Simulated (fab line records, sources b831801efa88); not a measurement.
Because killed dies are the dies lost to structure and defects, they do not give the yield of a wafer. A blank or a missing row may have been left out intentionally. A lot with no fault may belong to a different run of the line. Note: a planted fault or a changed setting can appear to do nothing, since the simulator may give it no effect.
Chamber matching || flow sky130 || 3 sister chambers for SKY_CAPM_CVD_00 on pecvd-02
The step deposits SiO2, target thk 15.5 nm. 16 wafers are shown with their chamber, then 8 later ones without.

== WAFERS WITH THEIR CHAMBER ==
{"wafer": "L074.1", "chamber": 0, "heaterPowerW (W)": 924}
{"wafer": "L074.5", "chamber": 1, "heaterPowerW (W)": 566}
{"wafer": "L074.6", "chamber": 2, "heaterPowerW (W)": 713}
{"wafer": "L077.2", "chamber": 1, "heaterPowerW (W)": 466}
{"wafer": "L077.4", "chamber": 2, "heaterPowerW (W)": 656}
{"wafer": "L077.5", "chamber": 0, "heaterPowerW (W)": 932}
{"wafer": "L080.3", "chamber": 0, "heaterPowerW (W)": 992}
{"wafer": "L080.5", "chamber": 1, "heaterPowerW (W)": 518}
{"wafer": "L080.6", "chamber": 0, "heaterPowerW (W)": 1000}
{"wafer": "L084.3", "chamber": 1, "heaterPowerW (W)": 538}
{"wafer": "L084.5", "chamber": 2, "heaterPowerW (W)": 754}
{"wafer": "L084.6", "chamber": 0, "heaterPowerW (W)": 818}
{"wafer": "L087.2", "chamber": 0, "heaterPowerW (W)": 962}
{"wafer": "L087.5", "chamber": 2, "heaterPowerW (W)": 683}
{"wafer": "L087.6", "chamber": 1, "heaterPowerW (W)": 518}
{"wafer": "L090.3", "chamber": 1, "heaterPowerW (W)": 558}

SIGNATURES, as means of the wafers listed above
{"reading": "heaterPowerW", "chamber 0": 938.00, "chamber 1": 527.33, "chamber 2": 701.50, "scatter within a chamber": 51}
Rule: a wafer's distance from a chamber is the root of the sum, over the readings, of the square of ((its reading less the chamber's mean) divided by the reading's scatter). If the next closest chamber is less than 2 further off than the closest, the wafer can't be placed; otherwise it belongs to the closest. The scatter: take each reading less its chamber's mean, square it, sum over the shown wafers, divide by the number of wafers less the number of chambers, and take the root.

== WAFERS WITHOUT THEIR CHAMBER ==
{"wafer": "L090.4", "heaterPowerW (W)": 854}
{"wafer": "L090.6", "heaterPowerW (W)": 566}
{"wafer": "L095.2", "heaterPowerW (W)": 1013}
{"wafer": "L095.3", "heaterPowerW (W)": 773}
{"wafer": "L095.5", "heaterPowerW (W)": 994}
{"wafer": "L096.2", "heaterPowerW (W)": 755}
{"wafer": "L096.3", "heaterPowerW (W)": 477}
{"wafer": "L096.5", "heaterPowerW (W)": 463}

== CHAMBER TAKEN BY EACH ==
{"wafer": "L090.4", "from the rows above": "can't be placed: 0 or 2", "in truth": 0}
{"wafer": "L090.6", "from the rows above": "can't be placed: 1 or 2", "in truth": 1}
{"wafer": "L095.2", "from the rows above": 0, "in truth": 0}
{"wafer": "L095.3", "from the rows above": "can't be placed: 2 or 0", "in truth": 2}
{"wafer": "L095.5", "from the rows above": 0, "in truth": 0}
{"wafer": "L096.2", "from the rows above": 2, "in truth": 2}
{"wafer": "L096.3", "from the rows above": 1, "in truth": 1}
{"wafer": "L096.5", "from the rows above": 1, "in truth": 1}
Correct placement for 5 of the 8. Can't be placed from these rows: 3 (the true chamber is among the candidates in 3). 0 placed wrongly.
